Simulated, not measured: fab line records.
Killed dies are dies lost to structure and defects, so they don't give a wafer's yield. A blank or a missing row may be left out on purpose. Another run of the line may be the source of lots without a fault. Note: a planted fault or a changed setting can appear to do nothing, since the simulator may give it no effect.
What tool caused it?	flow gf180mcu	10 lots with 28 wafers sampled at 5 steps, on a route of 602 steps

## WHAT EACH GAUGE READ, for each wafer
GF_TOP_METAL_RS_MEAS_05: uses a four-point probe to measure.
lot	measured	on	TOP_METAL_ALCU_RS (ohm/sq)
L617	day 27 05:41	film metro-01	0.0322 0.0325 0.0325
L618	day 27 14:16	film metro-03	0.0324 0.0321 0.0325
L619	day 27 22:23	film metro-02	0.0319 0.0326 0.0328
L627	day 30 22:55	film metro-02	0.0328 0.0351 0.0328 0.0351
L628	day 31 04:14	film metro-03	0.0331 0.0344 0.0331 0.0345
L633	day 32 07:55	film metro-03	0.0318 0.0317 0.0324
L635	day 32 14:39	film metro-03	0.0331 0.0333 0.0330
L636	day 32 21:02	film metro-01	0.0327 0.0329 0.0329
L637	day 33 03:08	film metro-03	0.0330 0.0324 0.0320
L639	day 33 16:56	film metro-02	0.0322 0.0321 0.0328

## WHICH TOOL RAN EACH LOT (tool, then ch and the chambers of the sampled wafers, then the start)
lot	GF_MIM_STRIP_20	GF_M5_ETCH_09	GF_V5_CMP_26	GF_TOP_METAL_SPUTTER_02
L617	plasma asher-03 ch 0,1, day 25 09:19	rie diel-02 ch 1,2,3, day 26 06:18	cmp-01 ch 0,3, day 27 05:08	pvd sputter-02, day 27 05:34
L618	plasma asher-01 ch 0,1, day 25 18:14	rie diel-03 ch 0,1, day 26 15:48	cmp-02 ch 0,2, day 27 13:38	pvd sputter-02, day 27 14:10
L619	plasma asher-01 ch 0,1, day 26 02:47	rie diel-02 ch 0,1, day 27 00:05	cmp-02 ch 1,2,3, day 27 21:55	pvd sputter-03, day 27 22:15
L627	plasma asher-02 ch 0, day 29 06:01	rie diel-03 ch 0,1, day 30 01:14	cmp-01 ch 0,1, day 30 22:29	pvd sputter-02, day 30 22:46
L628	plasma asher-03 ch 1, day 29 12:25	rie diel-04 ch 2,3, day 30 07:24	cmp-01 ch 0,3, day 31 03:43	pvd sputter-02, day 31 04:05
L633	plasma asher-02 ch 0,1, day 30 17:55	rie diel-04 ch 0,1, day 31 10:44	cmp-01 ch 2,3, day 32 07:25	pvd sputter-03, day 32 07:48
L635	plasma asher-01 ch 0,1, day 30 22:42	rie diel-03 ch 1,2, day 31 17:41	cmp-01 ch 1,2,3, day 32 14:13	pvd sputter-03, day 32 14:31
L636	plasma asher-03 ch 0,1, day 31 07:16	rie diel-04 ch 1,2, day 32 00:50	cmp-01 ch 1,2, day 32 20:32	pvd sputter-03, day 32 20:55
L637	plasma asher-02 ch 0,1, day 31 12:16	rie diel-04 ch 0,1,2, day 32 06:38	cmp-02 ch 0,1,2, day 33 02:43	pvd sputter-03, day 33 03:02
L639	plasma asher-01 ch 0,1, day 32 03:43	rie diel-04 ch 0,3, day 32 21:23	cmp-01 ch 0,1,2, day 33 16:32	pvd sputter-04, day 33 16:49
- GF_MIM_STRIP_20: strips in O2/N2.
- GF_M5_ETCH_09: etches Si3N4 in CF4/O2, target depth 52 nm, time 11.6 s.
- GF_V5_CMP_26: polishes, stops on SiO2, t overpolish 15 s, target thk 0 nm.
- GF_TOP_METAL_SPUTTER_02: material AlCu, target thk 900 nm, time 47.82 s.

## THE ANSWER, worked out from the rows above alone
Rule: usual is defined by the lots themselves. The widest of any qualifying gaps counts: lots, ordered by their means at a reading, are off when they make up no more than a third of the lots, leave a main group of 4 or more, and stand apart from it by 3 or more times the standard deviation of that group's means. A main group whose means are all the same, to the digits that the tables above print for the reading, isn't used. A lot without any number at a reading at which 4 lots or more have one is off too. Where the step has rows for the other lots, those lots are counted as sound.
No lot is off on any of the readings shown, so nothing can be concluded from this.

## WHAT HAD BEEN PUT IN BY THE SIMULATOR
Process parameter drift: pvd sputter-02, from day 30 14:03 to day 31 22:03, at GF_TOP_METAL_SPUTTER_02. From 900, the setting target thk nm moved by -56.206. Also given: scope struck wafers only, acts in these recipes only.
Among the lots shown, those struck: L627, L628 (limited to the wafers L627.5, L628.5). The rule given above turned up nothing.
